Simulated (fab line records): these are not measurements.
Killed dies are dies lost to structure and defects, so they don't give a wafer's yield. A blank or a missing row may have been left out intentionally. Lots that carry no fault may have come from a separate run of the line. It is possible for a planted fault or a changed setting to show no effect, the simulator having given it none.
fab line records -- flow sky130
record: lots: 12, wafers: 36, lastDay: 50
route steps=708 shown LI_CONTACT@386 METAL1@439 PAD_OPEN@708
lots that met no fault: taken from a fault-free run of the same line
startH: hours from the record's first day to the start of the lot's first wafer shown -- waitH: hours since the lot's step before -- " same as the row above -- L1.1+2: a single row standing in for several wafers -- - no value, or no start given -- * or withheld: withheld -- < > ~ a bound
route shown NAME@n: names a module that has steps shown in the file, with the first one's number in the route -- usual: the fault-free wafers' mean and standard deviation -- same: alike in all rows -- chamber/n: place in a boat -- sites: readings site by site -- _std_site: standard deviation across them -- _edge_site: inner sites' mean taken away from outer sites' mean -- radiusMm: for every site, how far away it sits from the centre of the wafer -- mask NAME#n: copy n -- behind: the last tool/chamber to shape the wafer -- hold: reason for holding the lot/hours on hold/outcome of the hold -- device: the transistor (n, p or np) that didn't switch -- end of line: tests of these same wafers at the route's end -- a step without rows: its recipe alone -- killed: not the wafer's yield, but the dies lost to structure and defects at the first sort -- map: per-die view of a wafer (x killed, . not killed, _ where there is no die)
set.NAME: the setting the step ran with; set.NAME@STEP: the setting that earlier step ran with -- model.NAME: the simulator's own value behind a step, which no gauge read
steps of the route over a sample of lots; a table a step, a row a wafer
services: from which hour (startH, from the record's first day; less than 0 if before it) a tool's chamber was out of use, for how many hours, and why
== steps ==
step: SKY_LI_CONTACT_CMP_24
recipe: stopOn: PSG, tOverpolishS: 20, downForcePsi: 3.5, platenRpm: 60, targetThkNm: 0, padVelocityMS: 0.94248
usual: edgeZonePressureFrac: 1.000/0.005, headPressurePsi: 3.500/0.0078, motorCurrentA: 10.4/0.63, overpolishRunS: 19.999/0.0098, retainingRingPressureFrac: 1.000/0.005, slurryFilterDpKPa: 13.51/0.13, timeToEndpointS: 97/3.2
lot.wafer,tool,chamber,startH,waitH,edgeZonePressureFrac,headPressurePsi,motorCurrentA,overpolishRunS,retainingRingPressureFrac,slurryFilterDpKPa,timeToEndpointS
L367.1,cmp-02,2,717.30,0.1,0.994,3.485,10.6,19.998,1.000,13.62,93
L367.2,cmp-02,3,717.30,0.1,1.000,3.502,10.4,20.010,1.004,13.64,93
L367.6,cmp-02,1,717.30,0.1,1.001,3.497,10.0,20.006,0.995,13.50,95
L368.1,cmp-01,0,718.53,0.2,1.003,3.502,10.9,19.993,1.001,13.56,100
L368.5,cmp-01,1,718.53,0.2,1.006,3.497,9.8,19.993,0.997,13.49,106
L368.6,cmp-01,2,718.53,0.2,0.999,3.507,9.8,19.996,1.004,13.63,97
L369.1,cmp-02,1,732.56,0.1,0.994,3.503,10.6,20.002,0.991,13.37,94
L369.2,cmp-02,2,732.56,0.1,1.005,3.505,10.8,19.984,0.998,13.59,95
L369.5,cmp-02,1,732.56,0.1,0.998,3.499,10.1,19.995,0.997,13.38,97
L371.4,cmp-02,3,743.93,0.0,0.992,3.494,10.5,20.008,0.996,13.45,100
L371.3,cmp-02,1,743.93,0.0,0.996,3.507,9.4,20.000,0.994,13.66,94
L371.6,cmp-02,3,743.93,0.0,1.002,3.489,10.8,19.998,0.996,13.61,96
L372.3,cmp-01,2,745.90,0.2,0.988,3.504,10.1,19.980,1.007,13.63,96
L372.6,cmp-01,3,745.90,0.2,0.996,3.502,11.0,19.992,0.999,13.41,98
L372.5,cmp-01,0,745.90,0.2,1.005,3.512,11.1,20.014,1.007,13.49,98
L373.2,cmp-01,3,748.04,0.0,-,-,-,-,-,-,-
L373.3,cmp-01,0,748.04,0.0,-,-,-,-,-,-,-
L373.1,cmp-01,2,748.04,0.0,-,-,-,-,-,-,-
L377.4,cmp-01,3,781.03,0.1,-,-,-,-,-,-,-
L377.2,cmp-01,0,781.03,0.1,-,-,-,-,-,-,-
L377.6,cmp-01,2,781.03,0.1,-,-,-,-,-,-,-
L376.1,cmp-01,3,782.78,0.1,1.006,3.500,10.9,20.016,0.997,13.49,96
L376.2,cmp-01,0,782.78,0.1,1.000,3.496,11.7,19.993,0.999,13.39,95
L376.5,cmp-01,0,782.78,0.1,1.010,3.492,10.8,19.995,0.993,13.57,96
L378.2,cmp-01,2,799.20,0.1,1.006,3.488,10.2,20.001,0.994,13.51,94
L378.1,cmp-01,3,799.20,0.1,0.998,3.490,10.6,20.005,0.997,13.60,99
L378.6,cmp-01,2,799.20,0.1,1.004,3.495,10.4,19.996,0.999,13.39,97
L383.4,cmp-01,2,828.13,0.0,0.993,3.496,10.3,20.008,1.004,13.54,95
L383.1,cmp-01,3,828.13,0.0,0.994,3.500,10.6,20.010,0.998,13.74,102
L383.2,cmp-01,0,828.13,0.0,1.003,3.501,11.4,20.002,0.999,13.53,96
L384.1,cmp-02,1,842.85,0.1,0.997,3.500,10.2,20.009,1.001,13.55,96
L384.2,cmp-02,0,842.85,0.1,0.991,3.478,9.1,20.007,0.999,13.27,100
L384.5,cmp-02,1,842.85,0.1,1.003,3.497,10.2,20.012,1.001,13.45,97
L386.4,cmp-02,3,852.20,0.1,1.003,3.506,10.9,20.005,1.005,13.67,94
L386.2,cmp-02,1,852.20,0.1,0.999,3.497,9.8,19.986,1.003,13.66,95
L386.5,cmp-02,0,852.20,0.1,0.999,3.498,9.4,19.990,1.003,13.30,96
step: SKY_METAL1_RS_MEAS_05
recipe: thkMeasGauge: four-point-probe, reads: TiN_of_METAL1_SPUTTER_04+Ti_of_METAL1_SPUTTER_03+AlCu_of_METAL1_SPUTTER_02+TiN_of_METAL1_SPUTTER_01+Ti_of_METAL1_SPUTTER_00
usual: METAL1_ALCU_RS: 0.1262/0.00094
lot.wafer,tool,chamber,startH,waitH,METAL1_ALCU_RS[ohm/sq]
L367.1,filmMetro-03,-,774.77,0.0,0.1258
L367.2,filmMetro-03,-,774.77,0.0,0.1273
L367.6,filmMetro-03,-,774.77,0.0,0.1264
L368.1,filmMetro-03,-,776.23,0.0,0.1247
L368.5,filmMetro-03,-,776.23,0.0,0.1255
L368.6,filmMetro-03,-,776.23,0.0,0.1253
L369.1,filmMetro-02,-,790.38,0.0,0.1273
L369.2,filmMetro-02,-,790.38,0.0,0.1260
L369.5,filmMetro-02,-,790.38,0.0,0.1270
L371.3,filmMetro-02,-,801.02,0.1,0.1278
L371.4,filmMetro-02,-,801.02,0.1,0.1275
L371.6,filmMetro-02,-,801.02,0.1,0.1268
L372.3,filmMetro-02,-,802.47,0.1,0.1271
L372.5,filmMetro-02,-,802.47,0.1,0.1271
L372.6,filmMetro-02,-,802.47,0.1,0.1263
L376.1,filmMetro-01,-,839.32,0.0,0.1268
L376.2,filmMetro-01,-,839.32,0.0,0.1263
L376.5,filmMetro-01,-,839.32,0.0,0.1257
L378.1,filmMetro-02,-,856.30,0.0,0.1253
L378.2,filmMetro-02,-,856.30,0.0,0.1255
L378.6,filmMetro-02,-,856.30,0.0,0.1270
L383.1,filmMetro-03,-,882.92,0.0,0.1266
L383.2,filmMetro-03,-,882.92,0.0,0.1271
L383.4,filmMetro-03,-,882.92,0.0,0.1254
L384.1,filmMetro-01,-,896.38,0.0,0.1256
L384.2,filmMetro-01,-,896.38,0.0,0.1251
L384.5,filmMetro-01,-,896.38,0.0,0.1247
L386.2,filmMetro-03,-,906.60,0.0,0.1270
L386.4,filmMetro-03,-,906.60,0.0,0.1282
L386.5,filmMetro-03,-,906.60,0.0,0.1287
step: SKY_METAL1_DESCUM_17
recipe: chemistry: O2, sourcePowerW: 150, biasPowerW: 0, pressureMtorr: 10, tempC: 40, timeS: 8
usual: chamberPressureMTorr: 9.998/0.0095, drypumpMotorCurrentA: 5.7/0.32, heBacksideLeakSccm: 3.3/0.32, oesProductAu: 0.995/0.0074
lot.wafer,tool,chamber,startH,waitH,chamberPressureMTorr,drypumpMotorCurrentA,heBacksideLeakSccm,oesProductAu,rfHoursCounterH
L367.1,rieMetal-04,1,801.26,0.0,10.007,5.6,3.1,1.000,4
L367.2,rieMetal-04,0,801.26,0.0,9.986,5.3,3.5,1.001,8
L367.6,rieMetal-04,1,801.26,0.0,10.003,5.6,3.3,0.993,-
L368.1,rieMetal-01,0,802.17,0.0,9.997,6.0,2.9,1.004,12
L368.5,rieMetal-01,0,802.17,0.0,10.012,6.0,3.0,1.004,-
L368.6,rieMetal-01,1,802.17,0.0,9.999,6.3,3.1,0.995,-
L369.1,rieMetal-03,1,817.28,0.0,10.000,5.4,3.4,0.999,9
L369.2,rieMetal-03,0,817.28,0.0,9.979,5.5,3.5,0.992,17
L369.5,rieMetal-03,0,817.28,0.0,10.010,5.5,3.6,0.997,-
L371.3,rieMetal-03,1,827.64,0.0,10.005,5.5,3.3,1.000,-
L371.4,rieMetal-03,1,827.64,0.0,9.999,5.4,3.6,0.993,-
L371.6,rieMetal-03,1,827.64,0.0,9.988,5.5,3.3,0.992,-
L372.3,rieMetal-03,1,828.86,0.0,10.001,5.4,3.5,0.992,-
L372.5,rieMetal-03,1,828.86,0.0,9.988,5.4,3.3,1.003,-
L372.6,rieMetal-03,1,828.86,0.0,10.004,5.4,3.4,1.005,-
L376.1,rieMetal-03,0,864.62,0.0,9.994,5.5,3.5,0.988,0
L376.2,rieMetal-03,1,864.62,0.0,9.989,5.4,3.6,1.003,11
L376.5,rieMetal-03,1,864.62,0.0,9.999,5.4,3.7,0.994,-
L378.1,rieMetal-03,0,881.12,0.0,9.994,5.5,3.6,0.991,1
L378.2,rieMetal-03,1,881.12,0.0,10.000,5.4,3.3,0.997,12
L378.6,rieMetal-03,0,881.12,0.0,10.010,5.5,3.6,0.990,-
L383.1,rieMetal-03,0,908.58,0.0,10.010,5.5,3.6,0.994,2
L383.2,rieMetal-03,1,908.58,0.0,9.996,5.4,3.4,0.991,13
L383.4,rieMetal-03,1,908.58,0.0,10.008,5.4,3.4,1.002,-
L384.1,rieMetal-04,0,921.67,0.0,9.979,5.3,3.3,0.987,13
L384.2,rieMetal-04,1,921.67,0.0,9.999,5.6,3.4,0.990,9
L384.5,rieMetal-04,1,921.67,0.0,9.986,5.6,3.3,0.991,-
L386.2,rieMetal-03,1,932.37,0.0,10.006,5.5,3.5,0.985,15
L386.4,rieMetal-03,0,932.37,0.0,9.994,5.5,3.4,0.992,-
L386.5,rieMetal-03,1,932.37,0.0,9.993,5.5,3.5,0.992,-
step: SKY_METAL1_METAL_ETCH_19
recipe: targetDepthA: 3600, stopOn: SiO2, overEtchFrac: 0.3, timeS: 78, chemistry: Cl2/BCl3, resistSidewallDeg: 88, pressureMtorr: 10, icpW: 900, biasW: 48.5, Cl2_flow_sccm: 60, bcl3FlowSccm: 30
usual: chamberPressureMTorr: 9.999/0.009, drypumpMotorCurrentA: 5.7/0.32, heBacksideLeakSccm: 3.31/0.24, oesProductAu: 0.856/0.0051, throttleValvePct: 22.265/0.0086
lot.wafer,tool,chamber,startH,waitH,chamberPressureMTorr,drypumpMotorCurrentA,heBacksideLeakSccm,oesProductAu,rfHoursCounterH,throttleValvePct
L367.1,rieMetal-04,1,801.36,0.0,9.996,5.6,3.36,0.853,4,22.260
L367.2,rieMetal-04,0,801.36,0.0,10.003,5.3,3.26,0.854,8,22.267
L367.6,rieMetal-04,1,801.36,0.0,10.014,5.6,3.31,0.860,-,22.272
L368.1,rieMetal-01,0,802.26,0.0,9.982,5.9,3.19,0.861,12,22.255
L368.5,rieMetal-01,0,802.26,0.0,10.000,6.0,3.08,0.857,-,22.268
L368.6,rieMetal-01,1,802.26,0.0,9.990,6.2,3.19,0.860,-,22.274
L369.1,rieMetal-03,1,817.38,0.0,10.003,5.4,3.62,0.845,9,22.272
L369.2,rieMetal-03,0,817.38,0.0,10.002,5.5,4.57,0.857,17,22.250
L369.5,rieMetal-03,0,817.38,0.0,10.000,5.5,3.57,0.859,-,22.257
L371.3,rieMetal-03,1,827.87,0.1,9.999,5.4,3.42,0.851,-,22.281
L371.4,rieMetal-03,1,827.87,0.1,9.988,5.4,3.64,0.850,-,22.271
L371.6,rieMetal-03,1,827.87,0.1,9.999,5.4,3.51,0.861,-,22.273
L372.3,rieMetal-03,1,829.08,0.1,9.985,5.4,3.26,0.863,-,22.267
L372.5,rieMetal-03,1,829.08,0.1,9.998,5.4,3.31,0.843,-,22.261
L372.6,rieMetal-03,1,829.08,0.1,10.007,5.5,3.54,0.857,-,22.279
L376.1,rieMetal-03,0,864.71,0.0,9.985,5.5,3.28,0.857,0,22.258
L376.2,rieMetal-03,1,864.71,0.0,9.999,5.4,3.42,0.866,12,22.251
L376.5,rieMetal-03,1,864.71,0.0,10.007,5.5,3.52,0.856,-,22.276
L378.1,rieMetal-03,0,881.22,0.0,9.982,5.5,3.43,0.857,1,22.284
L378.2,rieMetal-03,1,881.22,0.0,10.006,5.5,3.78,0.851,12,22.262
L378.6,rieMetal-03,0,881.22,0.0,9.999,5.5,3.45,0.849,-,22.256
L383.1,rieMetal-03,0,908.68,0.0,9.992,5.5,3.74,0.863,2,22.266
L383.2,rieMetal-03,1,908.68,0.0,9.997,5.5,3.26,0.855,13,22.273
L383.4,rieMetal-03,1,908.68,0.0,9.994,5.4,3.60,0.859,-,22.256
L384.1,rieMetal-04,0,921.77,0.0,9.994,5.3,3.26,0.860,13,22.268
L384.2,rieMetal-04,1,921.77,0.0,9.995,5.7,3.14,0.857,10,22.270
L384.5,rieMetal-04,1,921.77,0.0,10.001,5.6,3.24,0.864,-,22.260
L386.2,rieMetal-03,1,932.46,0.0,9.989,5.5,3.39,0.849,15,22.280
L386.4,rieMetal-03,0,932.46,0.0,9.992,5.5,3.47,0.854,-,22.252
L386.5,rieMetal-03,1,932.46,0.0,10.007,5.5,3.40,0.857,-,22.280
step: SKY_PAD_OPEN_PROBE_99
usual: killed_at_M0_to_M3: 44/7.3, killed_at_M4_up: 3.0/1.9, killedAtContacts: 24/5, killedAtFrontEnd: 16/4.5, killedAtOther: 0.3/0.46, killedDies: 87/10, killedOnRim: 17/3.5, killedOpen: 47/8.3, killedShort: 39/6.4
same: grossDies: 492, killedAtBackSide: 0
lot.wafer,tool,chamber,startH,waitH,killed_at_M0_to_M3,killed_at_M4_up,killedAtContacts,killedAtFrontEnd,killedAtOther,killedDies,killedOnRim,killedOpen,killedShort
L373.1,prober-01,-,1127.10,0.1,52,6,421,13,0,492,96,49,39
L373.2,prober-01,-,1127.15,0.1,40,4,439,9,0,492,96,43,35
L373.3,prober-01,-,1127.20,0.2,43,6,425,17,1,492,96,54,34
L377.2,prober-02,-,1149.23,0.1,55,5,417,14,1,492,96,46,48
L377.4,prober-02,-,1149.33,0.2,35,5,436,16,0,492,96,40,40
L377.6,prober-02,-,1149.43,0.2,47,4,425,16,0,492,96,37,45
killed by level:class
L373.1 LI_CONTACT:areaCmp=404 VIA1:geometricParticle:open=10 VIA2:geometricParticle:open=10 CONTACT:geometricParticle:open=8 METAL1:geometricParticle:short=8 METAL2:geometricParticle:short=7 LI_CONTACT:geometricParticle:open=6 VIA1:geometricParticle:short=5
L373.2 LI_CONTACT:areaCmp=414 CONTACT:geometricParticle:open=13 VIA1:geometricParticle:open=9 CONTACT:geometricParticle:short=7 METAL2:geometricParticle:short=6 VIA3:geometricParticle:open=6 VIA2:geometricParticle:open=6 METAL3:geometricParticle:short=5
L373.3 LI_CONTACT:areaCmp=404 VIA1:geometricParticle:open=11 LI_CONTACT:geometricParticle:open=9 CONTACT:geometricParticle:open=9 VIA3:geometricParticle:open=8 VIA3:geometricParticle:short=7 FIELD_ISO:geometricParticle:open=6 VIA2:geometricParticle:short=5
L377.2 LI_CONTACT:areaCmp=398 CONTACT:geometricParticle:open=10 VIA1:geometricParticle:open=10 VIA2:geometricParticle:open=8 VIA3:geometricParticle:open=8 VIA1:geometricParticle:short=7 METAL1:geometricParticle:short=6 VIA2:geometricParticle:short=6
L377.4 LI_CONTACT:areaCmp=412 LI_CONTACT:geometricParticle:open=9 CONTACT:geometricParticle:open=8 METAL1:geometricParticle:short=8 VIA1:geometricParticle:open=7 VIA1:geometricParticle:short=5 VIA2:geometricParticle:open=5 FIELD_ISO:geometricParticle:open=4
L377.6 LI_CONTACT:areaCmp=410 VIA1:geometricParticle:short=9 METAL1:geometricParticle:short=7 VIA1:geometricParticle:open=7 CONTACT:geometricParticle:open=6 POLY_GATE:geometricParticle:short=5 VIA3:geometricParticle:open=5 VIA2:geometricParticle:short=4
== services ==
tool,chamber,startH,hours,kind
cmp-01,-,709.21,8.1,repair
cmp-01,-,709.36,1.7,repair
cmp-02,-,717.50,4.7,pm
cmp-01,-,731.16,2.5,repair
cmp-02,-,744.23,4.0,pm
cmp-02,-,748.23,-,consumableReplace:conditioner
cmp-02,-,748.23,-,consumableReplace:pad
rieMetal-03,0,826.98,-,clean
rieMetal-03,0,826.98,20.1,scheduledDown
rieMetal-03,0,826.98,20.1,ventCycle
cmp-01,-,836.08,3.1,repair
cmp-02,-,870.01,1.8,repair
rieMetal-03,-,887.81,0.2,repair
rieMetal-01,-,905.46,13.4,repair
cmp-01,-,915.50,4.0,pm
rieMetal-01,0,918.84,-,clean
rieMetal-01,0,918.84,18.9,scheduledDown
rieMetal-01,0,918.84,18.9,ventCycle
cmp-01,-,919.50,-,consumableReplace:conditioner
cmp-01,-,919.50,-,consumableReplace:pad
cmp-01,-,930.78,3.3,repair
== key ==
firstSign: step: SKY_LI_CONTACT_CMP_24, reading: toolRecord, direction: missing
effect: step: SKY_PAD_OPEN_PROBE_99, reading: killedAtContacts, direction: up, sigmas: 81, usual: 24, struck: 427
moreKillsBornAt: SKY_LI_CONTACT_CMP_24@cmp-01: 2424
metAt SKY_LI_CONTACT_CMP_24
struckLots L373,L377
laterRowsLeftOut L373.1,L373.2,L373.3,L377.2,L377.4,L377.6
testerLeftOut L373,L377
notActingAt SKY_METAL1_RS_MEAS_05,SKY_METAL1_DESCUM_17,SKY_METAL1_METAL_ETCH_19
onsetBetween 745.90 748.04
fault: kind: skippedStepWhole, tool: cmp-01, chamber: -, onsetH: 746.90, steps: SKY_LI_CONTACT_CMP_24, scope: struckLotsOnly
testerLeftOut: of these lots the tester's yield and bins aren't shown, on N5 and GAA mostly nor the transistor test; their killed dies are dies lost to structure and defects alone, not to doping, threshold or leakage, so they don't give the yield
laterRowsLeftOut: the simulator's readings of these wafers behind a module that went badly wrong aren't trusted and aren't shown, but for the sort
